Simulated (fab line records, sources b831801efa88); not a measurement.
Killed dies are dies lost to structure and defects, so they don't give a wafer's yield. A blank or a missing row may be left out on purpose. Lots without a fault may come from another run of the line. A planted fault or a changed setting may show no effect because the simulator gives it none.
A struck lot beside a sound one | flow gf180mcu | 29 steps out of a route of 602
Sound: wafers L322.3, L322.4, L322.5. Struck: wafer L331.3. (L331.1, L331.4 of the same lot were not struck and are left out.) The cause comes at the end.
At each step with rows: each side's tool, then ch and its chambers, then its first start. Under that, the readings that differ: sound wafers | struck wafers | difference of the means | sigmas: that difference in standard deviations of wafers without a fault.
alike: readings whose means differ by less than 2 such deviations, and words and numbers that are the same on both sides. not compared: withheld readings, readings that some wafer has no value for, bounds like >300 that may hide the same value, and numbers for which the record gives no deviation and whose values overlap.
The two part at a step that has a row with sigmas, a row that says differs or no value, or rows on one side only. Numbers that don't overlap but have no deviation are shown without sigmas and don't part them. A reading that every wafer of one side lacks parts them only if that side has two wafers or more.

first, 2 steps without rows for these wafers: GF_V5_STRIP_19 (strips in post etch residue remover, time 1200 s); GF_V5_CLEAN_20 (cleans in DIW).
GF_V5_SPUTTER_21: material Ti, target thk 15 nm, time 80.02 s.
  sound on pvd_sputter-02, day 29 19:46; struck on pvd_sputter-02, day 32 09:23
  reading                | sound                | struck | difference | sigmas
  cathode_dc_power_W (W) | 2499.1 2499.4 2500.0 | 2500.9 | +1.4       | +3
  alike: throttle_valve_pct
then, 1 step without rows for these wafers: GF_V5_SPUTTER_22 (material TiN, target thk 10 nm, time 40 s).
GF_V5_CVD_23: deposits W, target thk 350 nm, time 104.9 s.
  sound on cvd_w-01 ch 0,1, day 29 19:54; struck on cvd_w-01 ch 0, day 32 09:29
  alike: heater_power_w
GF_V5_RS_MEAS_24: measures by four-point-probe.
  sound on film_metro-02, day 29 20:01; struck on film_metro-04, day 32 09:36
  alike: V5_W_RS
GF_V5_THK_MEAS_25: measures by xrf.
  sound on film_metro-02, day 29 20:07; struck on film_metro-04, day 32 09:43
  alike: V5_W_THK
then, 3 steps without rows for these wafers: GF_V5_CMP_26 (polishes, stops on SiO2, t overpolish 15 s, target thk 0 nm); GF_TOP_METAL_SPUTTER_00 (material Ti, target thk 37.5 nm, time 150 s); GF_TOP_METAL_SPUTTER_01 (material TiN, target thk 30 nm, time 25 s).
GF_TOP_METAL_SPUTTER_02: material AlCu, target thk 900 nm, time 47.82 s.
  sound on pvd_sputter-04, day 29 20:35; struck on pvd_sputter-03, day 32 10:13
  alike: cathode_dc_power_W, throttle_valve_pct
GF_TOP_METAL_SPUTTER_03: material Ti, target thk 5 nm, time 3.3 s.
  sound on pvd_sputter-04, day 29 20:38; struck on pvd_sputter-03, day 32 10:15
  alike: cathode_dc_power_W, throttle_valve_pct
GF_TOP_METAL_SPUTTER_04: material TiN, target thk 25 nm, time 20.8 s.
  sound on pvd_sputter-04, day 29 20:39; struck on pvd_sputter-03, day 32 10:16
  reading                                       | sound             | struck | difference | sigmas
  model.TiN_of_TOP_METAL_SPUTTER_04.thk_nm (nm) | 25.13 25.71 25.48 | 28.4   | +3.0       |
  alike: cathode_dc_power_W, throttle_valve_pct
GF_TOP_METAL_RS_MEAS_05: measures by four-point-probe.
  sound on film_metro-03, day 29 20:43; struck on film_metro-01, day 32 10:18
  alike: TOP_METAL_ALCU_RS
GF_TOP_METAL_THK_MEAS_06: measures by xrf.
  sound on film_metro-03, day 29 20:49; struck on film_metro-01, day 32 10:25
  reading                 | sound       | struck | difference | sigmas
  TOP_METAL_ALCU_THK (nm) | 893 908 915 | 881    | -24        | -2
then, 7 steps without rows for these wafers: GF_TOP_METAL_DEHYDRATE_07 (time 60 s); GF_TOP_METAL_HMDS_08 (prime time 60 s); GF_TOP_METAL_COAT_09 (resist thk 1500 nm); GF_TOP_METAL_SOFTBAKE_10 (time 60 s); GF_TOP_METAL_EXPOSE_11 (exposes mask MetalTop, target cd 440 nm); GF_TOP_METAL_PEB_12; GF_TOP_METAL_DEVELOP_13 (develop time 60 s).
GF_TOP_METAL_CD_MEAS_14: target cd 440 nm.
  sound on cd_sem-02, day 30 14:25; struck on cd_sem-02, day 33 02:32
  alike: cd_nm
GF_TOP_METAL_OVL_MEAS_15:
  sound on overlay-01, day 30 14:31; struck on overlay-02, day 33 02:40
  alike: TOP_METAL_OVL
GF_TOP_METAL_METAL_ETCH_16: etches the open film in Cl2/BCl3, stops on SiO2, target depth 1197 nm, time 199.5 s.
  sound on rie_metal-04 ch 0,1, day 30 14:35; struck on rie_metal-04 ch 0, day 33 02:41
  alike: drypump_motor_current_A, oes_product_au, throttle_valve_pct
  not compared: rf_hours_counter_h
then, 1 step without rows for these wafers: GF_TOP_METAL_STRIP_17 (strips in O2/N2).
GF_TOP_METAL_STRIP_18: strips in post etch residue remover, time 1200 s.
  sound on wet_bench-01 ch 3, day 30 14:49; struck on wet_bench-02 ch 3, day 33 02:59
  reading                                       | sound             | struck | difference | sigmas
  model.TiN_of_TOP_METAL_SPUTTER_04.thk_nm (nm) | 24.71 25.29 25.06 | 27.97  | +2.95      |
then, 1 step without rows for these wafers: GF_TOP_METAL_CLEAN_19 (cleans in DIW).
GF_PASSIVATION_PROBE_99:
  the record has rows for the sound wafers here (prober-01, day 31 11:07) and none for the struck ones

WHERE THEY PART
First at GF_V5_SPUTTER_21; last, within this record, at GF_PASSIVATION_PROBE_99.

WHY: what the simulator had put in
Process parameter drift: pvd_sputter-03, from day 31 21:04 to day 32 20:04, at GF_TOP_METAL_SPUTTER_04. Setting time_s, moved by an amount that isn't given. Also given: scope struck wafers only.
